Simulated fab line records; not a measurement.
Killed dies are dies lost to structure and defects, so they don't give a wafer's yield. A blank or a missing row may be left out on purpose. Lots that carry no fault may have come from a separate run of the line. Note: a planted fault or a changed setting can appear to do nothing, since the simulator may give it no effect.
One fault through the eyes of 2 desks -- flow sky130 -- what lay behind the numbers comes last; until then each desk has only its own

## AT THE TOOL OWNER'S DESK: pecvd-03
The tool's own readings at SKY_PASSIVATION_CVD_02 (deposits Si3N4, target thk 540 nm): means of the sampled wafers that have a number, for each lot that ran on this tool. If a lot's mean is further than 4 standard deviations from the usual mean, the lot is out of limits and carries the mark OUT (the distance appears in the brackets).
Columns: A = heaterPowerW at SKY_PASSIVATION_CVD_02, usual 724 W
lot,first seen here,A
L631,day 45 07:35,732
L633,day 45 16:30,741
L635,day 46 16:24,699
This desk found nothing out of limits on any of the 3 lots.

## THE METROLOGY DESK
Means of the sampled wafers that have a number, per lot and without regard to the tool the lot ran on: this is what the gauges read. If a lot's mean is further than 4 standard deviations from the usual mean, the lot is out of limits and carries the mark OUT (the distance appears in the brackets).
Columns: A = METAL4_OVL at SKY_METAL4_OVL_MEAS_14, usual -1 nm; B = PASSIVATION_CVD_02_THK at SKY_PASSIVATION_THK_MEAS_03, usual 540 nm
lot,first seen here,A,B
L629,day 42 11:36,3,539
L630,day 43 05:05,-2,544
L631,day 43 06:02,-9,548
L632,day 43 11:44,-1,537
L633,day 43 16:23,-8,546
L635,day 44 18:20,2,518
L644,day 46 23:57,-8,537
L645,day 47 00:18,3,541
L647,day 47 13:32,4,536
L648,day 48 03:14,6,537
L649,day 48 05:41,-0,536
This desk found nothing out of limits on any of the 11 lots.

## BROUGHT TOGETHER
Nothing out of limits was seen by the tool owner's desk.
Metrology desk: nothing out of limits seen.

## WHAT HAD BEEN PUT IN BY THE SIMULATOR
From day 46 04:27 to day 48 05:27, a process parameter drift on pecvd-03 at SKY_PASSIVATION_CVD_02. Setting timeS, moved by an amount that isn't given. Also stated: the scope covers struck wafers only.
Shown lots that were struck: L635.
